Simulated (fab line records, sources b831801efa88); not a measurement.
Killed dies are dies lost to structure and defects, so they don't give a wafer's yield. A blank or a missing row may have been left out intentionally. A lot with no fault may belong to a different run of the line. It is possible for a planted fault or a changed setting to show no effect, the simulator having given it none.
8D (eight disciplines) problem report, filled in by code    flow sky130    the parts of the form that need people (team, actions taken, sign-off) are left out

== 1. PROBLEM STATEMENT ==
strip_time_to_endpoint_s at SKY_METAL5_STRIP_16 reads a mean of 13.79 s on 2 wafers of 2 lots; wafers without a fault read 13.01 s with a standard deviation of 0.12. Measured from the usual mean, that is +6.5 standard deviations.
The step: strips in O2/N2.
First seen on wafer L990.4, day 47 21:11, on plasma_asher-04. The record has a number at this step for 33 wafers belonging to 11 lots. By rule, "out" or "out of limits" means more than 4 standard deviations away from the usual mean. The rest of the wafers with a number are treated as sound.

== 2. WHAT IT IS; WHAT IT IS NOT ==
question                     is                                is not
which readings at this step  strip_time_to_endpoint_s          chamber_pressure_mTorr, drypump_motor_current_A, n2_flow_sccm, oes_product_au
which lots                   L990, L995                        L975, L977, L979, L980, L981, L982, L986, L987, L998
which wafers of those lots   L990.4, L995.5                    L990.2, L990.3, L995.1, L995.3
read on which tools          plasma_asher-01, plasma_asher-04  plasma_asher-03
when                         from day 47 21:11                 up to then (26 sound wafers); but 5 sound wafers of L995, L998 came after

== 3. SUSPECTS, AND WHAT RULES EACH OUT ==
Counting: if a tool at a process step up to the reading ran every lot that is out, it stays a suspect. Sound lots after the first of them don't rule it out here, since some wafers of a struck lot are sound.
- litho_track-01 at SKY_METAL5_COAT_09 (resist thk 1800 nm): kept. It ran every lot that is out, first L990 (day 47 11:27); its last sound lot up to then is L986 (day 46 12:37).
The count leaves litho_track-01 at SKY_METAL5_COAT_09.

== 4. THE CAUSE (what the simulator had put in) ==
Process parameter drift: litho_track-01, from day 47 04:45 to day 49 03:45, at SKY_METAL5_COAT_09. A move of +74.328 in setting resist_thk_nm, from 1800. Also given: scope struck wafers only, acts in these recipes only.
Counting left only this tool.

== 5. THE CHAIN OF EFFECTS, in route order ==
One row per reading whose mean, taken over the struck wafers that have a number, lies over 3 standard deviations from the usual. Only readings for which the record gives a usual standard deviation are gone through. hours: the time from each lot's start at the first step in this table that gives one to its start at this step, as a median over the lots. sigmas: the change in usual standard deviations.
hours  step                 reading                   usual    on struck wafers  change  sigmas
0      SKY_METAL5_STRIP_16  strip_time_to_endpoint_s  13.01 s  13.79             +0.79   +6.5
Process steps it contains:
- SKY_METAL5_STRIP_16: strips in O2/N2.

== 6. WHAT WOULD HAVE CAUGHT IT SOONER ==
The fault began at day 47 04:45; the first out-of-limits reading in this record came at day 47 21:11, 16 hours later.
An alarm limit of 4 standard deviations would not have fired on the tool readings at SKY_METAL5_COAT_09 for which the record gives a usual standard deviation, since none of them was out on any struck wafer.
Lots out: 2; of these, L995 started SKY_METAL5_COAT_09 on litho_track-01 after day 47 21:11. Holding the tool at that time would have saved it.
